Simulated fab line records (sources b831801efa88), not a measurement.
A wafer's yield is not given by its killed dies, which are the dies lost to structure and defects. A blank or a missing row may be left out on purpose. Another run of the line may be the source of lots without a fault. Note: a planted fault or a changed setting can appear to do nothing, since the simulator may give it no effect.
fab line records -- flow sky130
record: lots: 13, wafers: 39, lastDay: 50
route steps=708 shown POLY_GATE@218 LDD_LDN@302 CONTACT@410 PAD_OPEN@708
lots with no fault: from the same line, run without faults
startH: start of the lot's first displayed wafer, in hours after the record's first day -- waitH: hours since the lot's step before -- " as in the row above -- L1.1+2: one row covering several wafers at once -- - either no value or no given start -- * or withheld: withheld -- < > ~ a bound
route shown NAME@n: NAME is a module with steps in the file, n the number in the route of the first one -- usual: mean/standard deviation taken from wafers without a fault -- same: alike in all rows -- chamber/n: place in a boat -- sites: readings site by site -- _std_site: how widely they spread, as a standard deviation -- _edge_site: mean of outer sites minus mean of inner sites -- radiusMm: how far each site lies from the wafer's centre -- mask NAME#n: copy n -- behind: the last tool/chamber to shape the wafer -- hold: what put the lot on hold/how long, in hours/how the hold closed -- device: transistor that didn't switch, given as n, p or np -- end of line: at the end of the route, the tests of the same wafers -- for a step that has no rows: nothing shown but its recipe -- killed: not the wafer's yield, but the dies lost to structure and defects at the first sort -- map: per-die view of a wafer (x killed, . not killed, _ where there is no die)
set.NAME: the run value of the setting; set.NAME@STEP: its run value at that earlier step -- model.NAME: the simulator's own value behind a step, which no gauge read
the route's steps for a sample of lots (tables are steps, rows are wafers)
services: when a tool's chamber went out of use (startH, in hours from the record's first day, below 0 if earlier), for how many hours, and the reason
== steps ==
step: SKY_POLY_GATE_THK_MEAS_04
recipe: reads: Si3N4_of_POLY_GATE_CVD_03
usual: POLY_GATE_CVD_03_THK: 75.1/0.56
lot.wafer,tool,chamber,startH,waitH,POLY_GATE_CVD_03_THK[nm]
L784.3,filmMetro-02,-,357.09,0.0,74.6
L784.4,filmMetro-02,-,357.09,0.0,75.2
L784.5,filmMetro-02,-,357.09,0.0,74.3
L788.2,filmMetro-01,-,385.15,0.0,75.1
L788.4,filmMetro-01,-,385.15,0.0,74.7
L788.6,filmMetro-01,-,385.15,0.0,75.0
L789.4,filmMetro-02,-,391.67,0.0,75.7
L789.5,filmMetro-02,-,391.67,0.0,75.9
L789.6,filmMetro-02,-,391.67,0.0,76.5
L791.1,filmMetro-01,-,408.47,0.0,75.6
L791.3,filmMetro-01,-,408.47,0.0,76.2
L791.5,filmMetro-01,-,408.47,0.0,75.9
L792.1,filmMetro-02,-,424.31,0.0,75.2
L792.2,filmMetro-02,-,424.31,0.0,75.2
L792.3,filmMetro-02,-,424.31,0.0,75.4
L795.2,filmMetro-02,-,445.56,0.0,74.5
L795.3,filmMetro-02,-,445.56,0.0,75.2
L795.6,filmMetro-02,-,445.56,0.0,74.8
L796.2,filmMetro-02,-,456.20,0.0,75.1
L796.4,filmMetro-02,-,456.20,0.0,75.1
L796.5,filmMetro-02,-,456.20,0.0,75.5
L800.2,filmMetro-03,-,491.38,0.0,74.9
L800.4,filmMetro-03,-,491.38,0.0,75.3
L800.5,filmMetro-03,-,491.38,0.0,74.8
L801.1,filmMetro-02,-,501.29,0.0,74.9
L801.4,filmMetro-02,-,501.29,0.0,75.2
L801.6,filmMetro-02,-,501.29,0.0,74.1
L802.1,filmMetro-03,-,503.79,0.0,74.1
L802.5,filmMetro-03,-,503.79,0.0,74.1
L802.6,filmMetro-03,-,503.79,0.0,74.8
L803.1,filmMetro-03,-,513.02,0.0,74.3
L803.2,filmMetro-03,-,513.02,0.0,74.4
L803.6,filmMetro-03,-,513.02,0.0,74.7
L804.2,filmMetro-01,-,525.74,0.0,75.0
L804.3,filmMetro-01,-,525.74,0.0,75.4
L804.5,filmMetro-01,-,525.74,0.0,75.5
L805.2,filmMetro-01,-,527.95,0.0,75.6
L805.3,filmMetro-01,-,527.95,0.0,76.2
L805.4,filmMetro-01,-,527.95,0.0,75.7
step: SKY_LDD_LDN_TW_MEAS_13
usual: LDD_LDN_TW: 1474/11
lot.wafer,tool,chamber,startH,waitH,LDD_LDN_TW
L784.3,filmMetro-03,-,541.90,0.1,1458
L784.4,filmMetro-03,-,541.90,0.1,1465
L784.5,filmMetro-03,-,541.90,0.1,1465
L788.2,filmMetro-02,-,572.19,0.1,1483
L788.4,filmMetro-02,-,572.19,0.1,1484
L788.6,filmMetro-02,-,572.19,0.1,1482
L789.4,filmMetro-04,-,578.73,0.1,1484
L789.5,filmMetro-04,-,578.73,0.1,1480
L789.6,filmMetro-04,-,578.73,0.1,1488
L791.1,filmMetro-02,-,593.33,0.1,1477
L791.3,filmMetro-02,-,593.33,0.1,1480
L791.5,filmMetro-02,-,593.33,0.1,1483
L792.1,filmMetro-02,-,607.63,0.1,1487
L792.2,filmMetro-02,-,607.63,0.1,1491
L792.3,filmMetro-02,-,607.63,0.1,1484
L795.2,filmMetro-02,-,630.41,0.1,1479
L795.3,filmMetro-02,-,630.41,0.1,1482
L795.6,filmMetro-02,-,630.41,0.1,1475
L796.2,filmMetro-02,-,641.01,0.1,1477
L796.4,filmMetro-02,-,641.01,0.1,1478
L796.5,filmMetro-02,-,641.01,0.1,1485
L800.2,filmMetro-02,-,672.79,0.1,1488
L800.4,filmMetro-02,-,672.79,0.1,1482
L800.5,filmMetro-02,-,672.79,0.1,1489
L801.1,filmMetro-04,-,680.38,0.1,1471
L801.4,filmMetro-04,-,680.38,0.1,1467
L801.6,filmMetro-04,-,680.38,0.1,1473
L802.1,filmMetro-03,-,683.65,0.1,1459
L802.5,filmMetro-03,-,683.65,0.1,1457
L802.6,filmMetro-03,-,683.65,0.1,1461
L803.1,filmMetro-04,-,698.90,0.1,1463
L803.2,filmMetro-04,-,698.90,0.1,1474
L803.6,filmMetro-04,-,698.90,0.1,1468
L804.2,filmMetro-04,-,704.26,0.1,1469
L804.3,filmMetro-04,-,704.26,0.1,1461
L804.5,filmMetro-04,-,704.26,0.1,1465
L805.2,filmMetro-04,-,705.46,0.1,1463
L805.3,filmMetro-04,-,705.46,0.1,1472
L805.4,filmMetro-04,-,705.46,0.1,1467
step: SKY_CONTACT_CMP_04
recipe: material: SiO2, downForcePsi: 4, platenRpm: 60, padVelocityMS: 0.94248
usual: headPressurePsi: 4.001/0.0077, motorCurrentA: 12.1/1.2, retainingRingPressureFrac: 1.000/0.0046, timeToEndpointS: 85/3.4
lot.wafer,tool,chamber,startH,waitH,headPressurePsi,motorCurrentA,retainingRingPressureFrac,timeToEndpointS
L784.4,cmp-01,0,719.90,0.0,3.999,11.1,1.008,84
L784.3,cmp-01,2,719.90,0.0,4.010,9.8,1.004,83
L784.5,cmp-01,1,719.90,0.0,4.005,11.8,1.000,86
L788.2,cmp-02,2,751.05,0.1,3.998,12.3,1.001,81
L788.4,cmp-02,0,751.05,0.1,3.987,13.7,0.995,85
L788.6,cmp-02,2,751.05,0.1,3.990,11.8,1.002,86
L789.4,cmp-01,3,756.25,0.0,3.062,10.5,1.003,109
L789.5,cmp-01,3,756.25,0.0,3.084,11.3,1.000,111
L789.6,cmp-01,0,756.25,0.0,3.063,9.9,0.997,109
L791.1,cmp-01,3,770.04,0.1,3.072,11.2,1.000,106
L791.3,cmp-01,1,770.04,0.1,3.081,10.0,1.001,105
L791.5,cmp-01,3,770.04,0.1,3.078,11.0,1.001,108
L792.1,cmp-01,2,781.19,0.1,3.079,8.6,1.001,108
L792.3,cmp-01,3,781.19,0.1,3.074,10.6,1.003,108
L792.2,cmp-01,0,781.19,0.1,3.068,9.6,1.004,112
L795.2,cmp-02,3,805.15,0.0,4.006,11.9,1.002,85
L795.3,cmp-02,0,805.15,0.0,4.002,13.6,1.007,85
L795.6,cmp-02,3,805.15,0.0,4.012,11.9,1.000,87
L796.2,cmp-02,2,811.75,0.1,4.006,12.8,1.000,86
L796.4,cmp-02,3,811.75,0.1,4.007,11.5,1.001,89
L796.5,cmp-02,2,811.75,0.1,3.998,12.0,0.996,89
L800.4,cmp-01,0,842.46,0.3,3.995,11.2,1.008,82
L800.2,cmp-01,2,842.46,0.3,4.005,10.7,0.994,84
L800.5,cmp-01,3,842.46,0.3,3.984,12.8,0.995,83
L801.1,cmp-01,0,850.33,0.1,4.016,11.5,0.997,85
L801.4,cmp-01,1,850.33,0.1,4.012,12.3,1.001,83
L801.6,cmp-01,2,850.33,0.1,3.996,10.9,0.995,85
L802.1,cmp-01,0,852.69,0.1,3.996,11.7,0.996,79
L802.6,cmp-01,3,852.69,0.1,3.997,13.0,0.995,81
L802.5,cmp-01,0,852.69,0.1,4.010,12.2,1.002,83
L803.2,cmp-01,0,866.19,0.1,4.009,11.9,0.998,86
L803.1,cmp-01,2,866.19,0.1,3.994,10.5,1.003,82
L803.6,cmp-01,3,866.19,0.1,4.010,12.8,1.004,83
L804.3,cmp-01,3,871.12,0.1,4.007,13.1,0.994,85
L804.2,cmp-01,0,871.12,0.1,4.008,12.5,0.993,83
L804.5,cmp-01,1,871.12,0.1,3.993,11.7,1.001,87
L805.3,cmp-01,3,871.80,0.1,4.005,12.6,1.009,82
L805.2,cmp-01,0,871.80,0.1,3.987,12.3,1.001,78
L805.4,cmp-01,1,871.80,0.1,4.019,11.9,1.009,85
step: SKY_CONTACT_ETCH_16
recipe: chemistry: N2/H2, target: BARC, ionEnergyEv: 200, sourceW: 500, biasW: 100, pressureMtorr: 30, n2FlowSccm: 100, h2FlowSccm: 200, stopOn: SiO2, timeS: 45.9, targetDepthA: 600
usual: drypumpMotorCurrentA: 5.8/0.43, oesProductAu: 0.855/0.0046, throttleValvePct: 13.225/0.0088
lot.wafer,tool,chamber,startH,waitH,drypumpMotorCurrentA,oesProductAu,rfHoursCounterH,throttleValvePct
L784.3,rieDiel-02,0,748.70,0.0,6.4,0.854,13,13.237
L784.4,rieDiel-02,1,748.70,0.0,6.0,0.857,12,13.221
L784.5,rieDiel-02,3,748.70,0.0,6.4,0.857,-,13.239
L788.2,rieDiel-03,0,778.90,0.0,6.1,0.857,15,13.214
L788.4,rieDiel-03,3,778.90,0.0,5.9,0.856,11,13.238
L788.6,rieDiel-03,3,778.90,0.0,5.9,0.853,-,13.228
L789.4,rieDiel-03,3,783.55,0.0,5.9,0.849,12,13.223
L789.5,rieDiel-03,2,783.55,0.0,5.1,0.848,-,13.227
L789.6,rieDiel-03,3,783.55,0.0,5.9,0.859,-,13.221
L791.1,rieDiel-03,3,797.00,0.0,5.9,0.855,12,13.233
L791.3,rieDiel-03,0,797.00,0.0,6.2,0.855,15,13.218
L791.5,rieDiel-03,2,797.00,0.0,5.1,0.852,-,13.214
L792.1,rieDiel-03,0,809.00,0.0,6.1,0.856,16,13.229
L792.2,rieDiel-03,3,809.00,0.0,5.9,0.855,12,13.222
L792.3,rieDiel-03,1,809.00,0.0,5.4,0.853,6,13.224
L795.2,rieDiel-03,0,832.32,0.0,6.1,0.868,17,13.223
L795.3,rieDiel-03,3,832.32,0.0,5.9,0.865,13,13.224
L795.6,rieDiel-03,3,832.32,0.0,6.0,0.862,-,13.221
L796.2,rieDiel-03,3,839.20,0.0,5.9,0.856,13,13.214
L796.4,rieDiel-03,2,839.20,0.0,5.1,0.853,15,13.236
L796.5,rieDiel-03,1,839.20,0.0,5.4,0.855,-,13.217
L800.2,rieDiel-01,1,868.85,0.0,5.9,0.852,15,13.238
L800.4,rieDiel-01,3,868.85,0.0,6.1,0.858,25,13.224
L800.5,rieDiel-01,0,868.85,0.0,5.7,0.853,-,13.231
L801.1,rieDiel-03,0,877.15,0.0,6.1,0.861,18,13.229
L801.4,rieDiel-03,1,877.15,0.0,5.4,0.862,8,13.222
L801.6,rieDiel-03,1,877.15,0.0,5.4,0.854,-,13.230
L802.1,rieDiel-02,0,878.60,0.0,6.4,0.861,19,13.228
L802.5,rieDiel-02,2,878.60,0.0,5.4,0.857,-,13.232
L802.6,rieDiel-02,1,878.60,0.0,6.0,0.850,-,13.231
L803.1,rieDiel-02,0,892.45,0.0,6.4,0.860,19,13.215
L803.2,rieDiel-02,2,892.45,0.0,5.4,0.855,11,13.243
L803.6,rieDiel-02,2,892.45,0.0,5.5,0.856,-,13.221
L804.2,rieDiel-03,2,897.20,0.0,5.1,0.848,17,13.207
L804.3,rieDiel-03,3,897.20,0.0,5.9,0.856,15,13.223
L804.5,rieDiel-03,3,897.20,0.0,5.9,0.840,-,13.219
L805.2,rieDiel-01,0,897.58,0.0,5.7,0.848,17,13.236
L805.3,rieDiel-01,1,897.58,0.0,5.9,0.861,16,13.224
L805.4,rieDiel-01,2,897.58,0.0,5.7,0.847,6,13.223
step: SKY_PAD_OPEN_PROBE_99
usual: killed_at_M0_to_M3: 44/6.8, killed_at_M4_up: 3.4/2, killedAtContacts: 24/5.2, killedAtFrontEnd: 15/5.2, killedAtOther: 0.2/0.46, killedDies: 87/9.8, killedOpen: 47/7.5, killedShort: 39/6.8
same: grossDies: 492, killedAtBackSide: 0
lot.wafer,tool,chamber,startH,waitH,killed_at_M0_to_M3,killed_at_M4_up,killedAtContacts,killedAtFrontEnd,killedAtOther,killedDies,killedOpen,killedShort
L784.3,prober-01,-,1088.00,0.2,52,2,27,13,0,94,55,39
L784.4,prober-01,-,1088.05,0.2,55,6,18,28,0,107,55,52
L784.5,prober-01,-,1088.10,0.2,58,4,30,19,0,111,59,52
L788.2,prober-01,-,1107.27,0.1,55,4,32,16,1,108,57,51
L788.4,prober-01,-,1107.37,0.2,39,5,24,11,0,79,46,33
L788.6,prober-01,-,1107.47,0.2,41,2,26,24,0,93,48,45
L789.4,prober-02,-,1113.49,0.2,30,2,27,11,0,70,36,34
L789.5,prober-02,-,1113.54,0.2,39,5,23,15,0,82,40,42
L789.6,prober-02,-,1113.59,0.2,47,8,19,19,0,93,52,41
L791.1,prober-02,-,1124.41,0.1,50,4,26,16,0,96,56,40
L791.3,prober-02,-,1124.51,0.2,33,2,22,8,0,65,42,23
L791.5,prober-02,-,1124.61,0.2,35,3,31,10,2,81,42,39
L792.1,prober-01,-,1129.68,0.1,40,2,28,16,0,86,48,38
L792.2,prober-01,-,1129.73,0.1,53,3,16,17,0,89,45,44
L792.3,prober-01,-,1129.78,0.2,36,6,23,18,0,83,40,43
L795.2,prober-01,-,1146.75,0.1,38,5,25,22,0,90,51,39
L795.3,prober-01,-,1146.80,0.2,44,5,19,13,0,81,39,42
L795.6,prober-01,-,1146.95,0.2,39,1,24,20,0,84,48,36
L796.2,prober-01,-,1150.58,0.1,43,7,38,12,0,100,63,37
L796.4,prober-01,-,1150.68,0.2,54,1,24,10,0,89,42,47
L796.5,prober-01,-,1150.73,0.2,36,3,23,10,0,72,42,30
L800.2,prober-01,-,1172.97,0.1,39,4,34,18,0,95,57,38
L800.4,prober-01,-,1173.07,0.2,32,5,21,13,0,71,44,27
L800.5,prober-01,-,1173.12,0.2,50,4,22,14,0,90,45,45
L801.1,prober-02,-,1178.35,0.1,48,1,19,16,1,85,57,28
L801.4,prober-02,-,1178.50,0.2,35,2,29,16,1,83,52,31
L801.6,prober-02,-,1178.60,0.2,31,4,13,12,0,60,32,28
L802.1,prober-01,-,1180.74,0.1,40,3,34,19,0,96,67,29
L802.5,prober-01,-,1180.94,0.2,41,4,29,5,0,79,36,43
L802.6,prober-01,-,1180.99,0.2,42,5,16,7,0,70,37,33
L803.1,prober-02,-,1186.57,0.1,51,4,13,22,0,90,55,35
L803.2,prober-02,-,1186.62,0.1,41,0,18,11,0,70,31,39
L803.6,prober-02,-,1186.82,0.2,45,4,17,10,0,76,40,36
L804.2,prober-01,-,1191.28,0.1,33,4,24,14,1,76,42,34
L804.3,prober-01,-,1191.33,0.2,48,5,26,17,0,96,53,43
L804.5,prober-01,-,1191.43,0.2,50,0,27,20,0,97,64,33
L805.2,prober-02,-,1192.25,0.1,44,2,27,14,0,87,48,39
L805.3,prober-02,-,1192.30,0.2,44,2,26,12,0,84,42,42
L805.4,prober-02,-,1192.35,0.2,53,2,34,19,0,108,52,56
killed by level:class
L784.3 VIA1:geometricParticle:open=16 CONTACT:geometricParticle:open=10 METAL1:geometricParticle:short=8 METAL2:geometricParticle:short=6 VIA2:geometricParticle:open=6 FIELD_ISO:geometricParticle:open=5 CONTACT:geometricParticle:short=5 VIA3:geometricParticle:open=5
L784.4 VIA1:geometricParticle:open=12 FIELD_ISO:geometricParticle:open=9 VIA3:geometricParticle:open=9 VIA2:geometricParticle:open=8 FIELD_ISO:geometricParticle:short=7 POLY_GATE:geometricParticle:short=6 METAL4:geometricParticle:short=6 METAL2:geometricParticle:short=6
L784.5 LI_CONTACT:geometricParticle:open=10 VIA3:geometricParticle:open=10 CONTACT:geometricParticle:open=9 VIA1:geometricParticle:open=8 METAL1:geometricParticle:short=8 METAL2:geometricParticle:short=8 LOCAL_INTERCONNECT:geometricParticle:short=6 VIA1:geometricParticle:short=6
L788.2 VIA1:geometricParticle:open=11 CONTACT:geometricParticle:open=10 VIA1:geometricParticle:short=10 LI_CONTACT:geometricParticle:open=8 VIA3:geometricParticle:open=7 VIA2:geometricParticle:short=6 LOCAL_INTERCONNECT:geometricParticle:short=5 CONTACT:geometricParticle:short=5
L788.4 VIA1:geometricParticle:open=10 LI_CONTACT:geometricParticle:open=10 VIA3:geometricParticle:open=8 CONTACT:geometricParticle:open=8 VIA1:geometricParticle:short=6 METAL1:geometricParticle:short=5 FIELD_ISO:geometricParticle:open=4 POLY_GATE:geometricParticle:short=3
L788.6 POLY_GATE:geometricParticle:open=7 LI_CONTACT:geometricParticle:open=7 METAL2:geometricParticle:short=7 CONTACT:geometricParticle:short=6 VIA1:geometricParticle:open=6 VIA2:geometricParticle:open=6 FIELD_ISO:geometricParticle:open=5 LOCAL_INTERCONNECT:geometricParticle:short=5
L789.4 CONTACT:geometricParticle:open=9 LI_CONTACT:geometricParticle:open=8 FIELD_ISO:geometricParticle:short=7 VIA3:geometricParticle:open=6 VIA2:geometricParticle:short=5 LI_CONTACT:geometricParticle:short=4 LOCAL_INTERCONNECT:geometricParticle:short=4 METAL1:geometricParticle:short=4
L789.5 VIA1:geometricParticle:open=12 CONTACT:geometricParticle:open=8 CONTACT:geometricParticle:short=7 METAL2:geometricParticle:short=7 FIELD_ISO:geometricParticle:short=5 FIELD_ISO:geometricParticle:open=5 LOCAL_INTERCONNECT:geometricParticle:short=4 VIA2:geometricParticle:open=4
L789.6 VIA3:geometricParticle:open=10 CONTACT:geometricParticle:open=9 FIELD_ISO:geometricParticle:short=8 VIA1:geometricParticle:open=8 METAL1:geometricParticle:short=6 FIELD_ISO:geometricParticle:open=5 LI_CONTACT:geometricParticle:open=5 METAL4:geometricParticle:short=5
L791.1 CONTACT:geometricParticle:open=16 VIA1:geometricParticle:open=16 CONTACT:geometricParticle:short=7 VIA1:geometricParticle:short=7 METAL3:geometricParticle:short=5 METAL1:geometricParticle:short=5 POLY_GATE:geometricParticle:short=4 VIA2:geometricParticle:open=4
L791.3 CONTACT:geometricParticle:open=12 VIA2:geometricParticle:open=8 VIA1:geometricParticle:open=6 VIA1:geometricParticle:short=5 LI_CONTACT:geometricParticle:open=4 METAL1:geometricParticle:short=3 POLY_GATE:geometricParticle:open=3 LI_CONTACT:geometricParticle:short=3
L791.5 CONTACT:geometricParticle:open=13 VIA1:geometricParticle:open=8 VIA1:geometricParticle:short=7 VIA2:geometricParticle:open=7 POLY_GATE:geometricParticle:short=6 LI_CONTACT:geometricParticle:open=6 CONTACT:geometricParticle:short=6 METAL1:geometricParticle:short=5
L792.1 VIA1:geometricParticle:open=9 CONTACT:geometricParticle:open=8 METAL2:geometricParticle:short=8 LI_CONTACT:geometricParticle:open=8 FIELD_ISO:geometricParticle:short=5 FIELD_ISO:geometricParticle:open=5 LOCAL_INTERCONNECT:geometricParticle:short=5 VIA2:geometricParticle:open=5
L792.2 VIA1:geometricParticle:open=13 VIA3:geometricParticle:open=8 METAL2:geometricParticle:short=7 LOCAL_INTERCONNECT:geometricParticle:short=7 POLY_GATE:geometricParticle:open=6 VIA2:geometricParticle:open=5 POLY_GATE:geometricParticle:short=4 CONTACT:geometricParticle:open=4
L792.3 CONTACT:geometricParticle:open=9 FIELD_ISO:geometricParticle:short=7 VIA1:geometricParticle:short=6 VIA3:geometricParticle:open=6 VIA1:geometricParticle:open=6 FIELD_ISO:geometricParticle:open=5 LOCAL_INTERCONNECT:geometricParticle:short=4 CONTACT:geometricParticle:short=4
L795.2 CONTACT:geometricParticle:open=13 FIELD_ISO:geometricParticle:open=7 VIA1:geometricParticle:open=7 VIA3:geometricParticle:open=6 LI_CONTACT:geometricParticle:open=6 METAL2:geometricParticle:short=6 FIELD_ISO:geometricParticle:short=5 POLY_GATE:geometricParticle:short=5
L795.3 VIA1:geometricParticle:open=14 VIA2:geometricParticle:open=6 VIA1:geometricParticle:short=6 CONTACT:geometricParticle:open=6 LI_CONTACT:geometricParticle:open=5 METAL2:geometricParticle:short=5 METAL4:geometricParticle:short=5 FIELD_ISO:geometricParticle:short=4
L795.6 LI_CONTACT:geometricParticle:open=9 VIA1:geometricParticle:open=9 VIA3:geometricParticle:open=7 VIA1:geometricParticle:short=6 POLY_GATE:geometricParticle:open=5 VIA2:geometricParticle:open=5 CONTACT:geometricParticle:open=5 FIELD_ISO:geometricParticle:short=4
L796.2 CONTACT:geometricParticle:open=15 VIA1:geometricParticle:open=14 LI_CONTACT:geometricParticle:open=11 VIA1:geometricParticle:short=7 POLY_GATE:geometricParticle:open=5 LOCAL_INTERCONNECT:geometricParticle:short=5 METAL2:geometricParticle:short=5 VIA2:geometricParticle:open=5
L796.4 VIA2:geometricParticle:open=10 VIA1:geometricParticle:open=8 LI_CONTACT:geometricParticle:open=7 VIA3:geometricParticle:open=7 VIA1:geometricParticle:short=6 METAL2:geometricParticle:short=6 VIA3:geometricParticle:short=6 LI_CONTACT:geometricParticle:short=5
L796.5 VIA1:geometricParticle:open=8 LI_CONTACT:geometricParticle:open=7 VIA2:geometricParticle:open=7 LOCAL_INTERCONNECT:geometricParticle:short=5 CONTACT:geometricParticle:open=5 FIELD_ISO:geometricParticle:open=4 VIA1:geometricParticle:short=4 VIA2:geometricParticle:short=4
L800.2 CONTACT:geometricParticle:open=15 VIA1:geometricParticle:open=13 LI_CONTACT:geometricParticle:open=8 VIA2:geometricParticle:open=8 LOCAL_INTERCONNECT:geometricParticle:short=5 FIELD_ISO:geometricParticle:open=4 POLY_GATE:geometricParticle:short=4 CONTACT:geometricParticle:short=4
L800.4 CONTACT:geometricParticle:open=7 POLY_GATE:geometricParticle:open=6 CONTACT:geometricParticle:short=6 VIA1:geometricParticle:open=6 VIA2:geometricParticle:open=6 LI_CONTACT:geometricParticle:open=5 VIA3:geometricParticle:open=4 METAL1:geometricParticle:short=4
L800.5 VIA1:geometricParticle:open=9 LI_CONTACT:geometricParticle:open=7 METAL1:geometricParticle:short=6 CONTACT:geometricParticle:open=6 POLY_GATE:geometricParticle:short=5 CONTACT:geometricParticle:short=5 VIA2:geometricParticle:open=5 VIA1:geometricParticle:short=4
L801.1 VIA1:geometricParticle:open=14 VIA3:geometricParticle:open=11 CONTACT:geometricParticle:open=10 VIA2:geometricParticle:open=5 POLY_GATE:geometricParticle:short=5 POLY_GATE:geometricParticle:open=5 METAL3:geometricParticle:short=5 LI_CONTACT:geometricParticle:open=5
L801.4 VIA1:geometricParticle:open=12 CONTACT:geometricParticle:open=11 LI_CONTACT:geometricParticle:open=9 FIELD_ISO:geometricParticle:open=5 CONTACT:geometricParticle:short=5 METAL2:geometricParticle:short=5 VIA3:geometricParticle:open=5 POLY_GATE:geometricParticle:short=3
L801.6 VIA1:geometricParticle:open=11 METAL2:geometricParticle:short=5 CONTACT:geometricParticle:open=4 LI_CONTACT:geometricParticle:open=4 METAL3:geometricParticle:short=3 METAL4:geometricParticle:short=3 LI_CONTACT:geometricParticle:short=2 FIELD_ISO:geometricParticle:open=2
L802.1 CONTACT:geometricParticle:open=14 VIA2:geometricParticle:open=9 LI_CONTACT:geometricParticle:open=8 VIA1:geometricParticle:open=8 VIA3:geometricParticle:open=8 FIELD_ISO:geometricParticle:open=7 POLY_GATE:geometricParticle:open=6 METAL1:geometricParticle:short=5
L802.5 CONTACT:geometricParticle:open=12 CONTACT:geometricParticle:short=11 METAL2:geometricParticle:short=11 VIA1:geometricParticle:open=10 VIA3:geometricParticle:open=5 METAL4:geometricParticle:short=4 FIELD_ISO:geometricParticle:short=3 LI_CONTACT:geometricParticle:open=3
L802.6 VIA1:geometricParticle:open=12 METAL1:geometricParticle:short=9 CONTACT:geometricParticle:open=8 METAL4:geometricParticle:short=5 VIA1:geometricParticle:short=5 LI_CONTACT:geometricParticle:open=4 VIA2:geometricParticle:open=4 VIA3:geometricParticle:open=4
L803.1 VIA1:geometricParticle:open=10 POLY_GATE:geometricParticle:open=9 VIA2:geometricParticle:open=9 VIA3:geometricParticle:open=8 CONTACT:geometricParticle:open=7 METAL1:geometricParticle:short=6 VIA3:geometricParticle:short=5 FIELD_ISO:geometricParticle:open=4
L803.2 VIA1:geometricParticle:open=10 METAL1:geometricParticle:short=8 LOCAL_INTERCONNECT:geometricParticle:short=5 CONTACT:geometricParticle:open=5 VIA1:geometricParticle:short=4 METAL2:geometricParticle:short=4 VIA2:geometricParticle:short=4 VIA3:geometricParticle:open=4
L803.6 VIA1:geometricParticle:open=12 VIA3:geometricParticle:open=7 CONTACT:geometricParticle:open=6 VIA1:geometricParticle:short=6 METAL3:geometricParticle:short=6 METAL1:geometricParticle:short=5 LI_CONTACT:geometricParticle:open=4 METAL2:geometricParticle:short=4
L804.2 VIA1:geometricParticle:open=10 CONTACT:geometricParticle:open=8 LI_CONTACT:geometricParticle:open=5 VIA3:geometricParticle:open=5 VIA3:geometricParticle:short=5 LOCAL_INTERCONNECT:geometricParticle:short=4 CONTACT:geometricParticle:short=4 VIA2:geometricParticle:open=4
L804.3 VIA2:geometricParticle:open=10 LI_CONTACT:geometricParticle:open=8 VIA1:geometricParticle:open=8 METAL1:geometricParticle:short=7 VIA3:geometricParticle:open=6 CONTACT:geometricParticle:short=6 CONTACT:geometricParticle:open=5 METAL2:geometricParticle:short=5
L804.5 VIA1:geometricParticle:open=20 LI_CONTACT:geometricParticle:open=8 VIA2:geometricParticle:open=8 POLY_GATE:geometricParticle:open=7 CONTACT:geometricParticle:open=6 LOCAL_INTERCONNECT:geometricParticle:short=6 POLY_GATE:geometricParticle:short=5 METAL2:geometricParticle:short=5
L805.2 VIA1:geometricParticle:short=11 CONTACT:geometricParticle:open=10 VIA1:geometricParticle:open=9 VIA2:geometricParticle:open=8 LI_CONTACT:geometricParticle:open=7 CONTACT:geometricParticle:short=5 VIA2:geometricParticle:short=5 POLY_GATE:geometricParticle:short=4
L805.3 VIA1:geometricParticle:open=14 CONTACT:geometricParticle:open=8 CONTACT:geometricParticle:short=7 LI_CONTACT:geometricParticle:open=6 METAL2:geometricParticle:short=5 VIA3:geometricParticle:open=5 FIELD_ISO:geometricParticle:short=4 VIA2:geometricParticle:open=4
L805.4 METAL1:geometricParticle:short=15 VIA1:geometricParticle:open=12 CONTACT:geometricParticle:open=12 LI_CONTACT:geometricParticle:open=11 CONTACT:geometricParticle:short=8 VIA1:geometricParticle:short=6 FIELD_ISO:geometricParticle:short=5 POLY_GATE:geometricParticle:short=5
== services ==
tool,chamber,startH,hours,kind
rieDiel-01,2,707.58,-,clean
rieDiel-01,2,707.58,24.9,scheduledDown
rieDiel-03,2,715.56,4.6,repair
cmp-02,-,718.30,0.8,repair
cmp-01,-,732.19,3.5,repair
rieDiel-01,-,741.78,0.5,repair
cmp-02,-,744.03,4.0,pm
cmp-02,-,748.03,-,consumableReplace:conditioner
cmp-02,-,748.03,-,consumableReplace:pad
cmp-01,-,762.10,1.5,repair
rieDiel-01,1,773.25,8.7,repair
rieDiel-01,1,786.84,7.9,repair
rieDiel-01,3,793.81,3.2,repair
rieDiel-02,1,804.71,56.0,repair
rieDiel-01,0,805.08,18.7,repair
cmp-01,-,814.57,5.7,pm
rieDiel-02,2,819.06,6.7,repair
rieDiel-01,3,821.12,6.5,repair
rieDiel-02,3,841.17,7.1,repair
cmp-02,-,841.29,1.9,repair
cmp-02,-,855.28,5.1,pm
rieDiel-01,-,869.78,0.6,repair
cmp-02,-,885.91,0.3,repair
rieDiel-01,3,887.74,4.2,repair
== key ==
firstSign: step: SKY_CONTACT_CMP_04, reading: headPressurePsi, direction: down, sigmas: 99+, usual: 4.001, struck: 3.074
effect: step: SKY_CONTACT_CMP_04, reading: timeToEndpointS, direction: up, sigmas: 7.1, usual: *, struck: *
metAt SKY_CONTACT_CMP_04
struckLots L789,L791,L792
testerLeftOut L789,L791,L792
notActingAt SKY_POLY_GATE_THK_MEAS_04,SKY_LDD_LDN_TW_MEAS_13,SKY_CONTACT_ETCH_16
onsetBetween 719.90 756.25
fault: kind: processParameterDrift, tool: cmp-01, chamber: -, onsetH: 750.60, steps: SKY_CONTACT_CMP_04, channel: downForcePsi, offset: -0.92659, shape: step, endH: 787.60, actsIn: theseRecipesOnly, stated: 4
testerLeftOut: of these lots the tester's yield and bins aren't shown, on N5 and GAA mostly nor the transistor test; their killed dies are dies lost to structure and defects alone, not to doping, threshold or leakage, so they don't give the yield
